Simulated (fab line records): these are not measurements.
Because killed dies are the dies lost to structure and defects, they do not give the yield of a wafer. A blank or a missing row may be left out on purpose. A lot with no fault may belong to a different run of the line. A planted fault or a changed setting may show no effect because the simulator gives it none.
Matching of chambers	flow gf180mcu	GF_PASSIVATION_ETCH_11 on rieDiel-04: 4 sister chambers
The step etches the open film in CF4/O2, stops on TiN, target depth 1800 nm, time 400 s. 14 wafers are shown with their chamber, then 7 later ones without.

== EACH WAFER AND ITS CHAMBER ==
wafer	chamber	oesProductAu (a.u.)	throttleValvePct (%)	O2_flow_sccm (sccm)
L279.2	2	0.957	5.958	10.05
L279.4	3	0.958	5.958	10.01
L279.5	0	0.971	5.974	9.96
L283.2	0	0.955	5.953	10.02
L283.5	0	0.962	5.967	10.04
L283.6	3	0.968	5.973	9.93
L284.1	3	0.962	5.954	10.00
L284.2	1	0.952	5.954	9.98
L284.3	2	0.970	5.971	10.05
L285.1	3	0.960	5.942	10.00
L285.2	2	0.968	5.966	9.92
L285.6	3	0.979	5.959	9.99
L294.1	2	0.965	5.963	9.98
L294.4	3	0.957	5.942	9.99

SIGNATURES (means of the wafers above)
reading	chamber 0	chamber 1	chamber 2	chamber 3	scatter within a chamber
oesProductAu	0.96267	0.95200	0.96500	0.96400	0.00757
throttleValvePct	5.96467	5.95400	5.96450	5.95467	0.01
O2_flow_sccm	10.0067	9.9800	10.0000	9.9867	0.044
Rule: for each reading, subtract the chamber's mean from the wafer's reading, divide by that reading's scatter and square the result; add these up over the readings and take the root, which gives the wafer's distance from the chamber. If the next closest chamber is less than 2 further off than the closest, the wafer can't be placed; otherwise it belongs to the closest. The scatter is the square root of a quotient: the sum, over the shown wafers, of each reading's squared deviation from its chamber's mean, divided by wafers minus chambers.

== WAFERS MISSING THEIR CHAMBER ==
wafer	oesProductAu (a.u.)	throttleValvePct (%)	O2_flow_sccm (sccm)
L294.5	0.966	5.971	10.00
L295.4	0.969	5.968	9.98
L295.5	0.967	5.966	9.98
L295.6	0.968	5.976	9.99
L298.2	0.961	5.969	9.97
L298.4	0.959	5.949	10.05
L298.5	0.967	5.958	9.98

== THE CHAMBER EACH PASSED THROUGH ==
wafer	from the rows above	in truth
L294.5	can't be placed: 2 or 0 or 3 or 1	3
L295.4	can't be placed: 2 or 0 or 3 or 1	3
L295.5	can't be placed: 2 or 0 or 3 or 1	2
L295.6	can't be placed: 2 or 0 or 3 or 1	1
L298.2	can't be placed: 0 or 2 or 3 or 1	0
L298.4	can't be placed: 3 or 1 or 0 or 2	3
L298.5	can't be placed: 3 or 2 or 0 or 1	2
Placed correctly: 0 of 7. Not placeable from these rows: 7 (in 7, the candidates include the true chamber). Placed wrongly: 0.
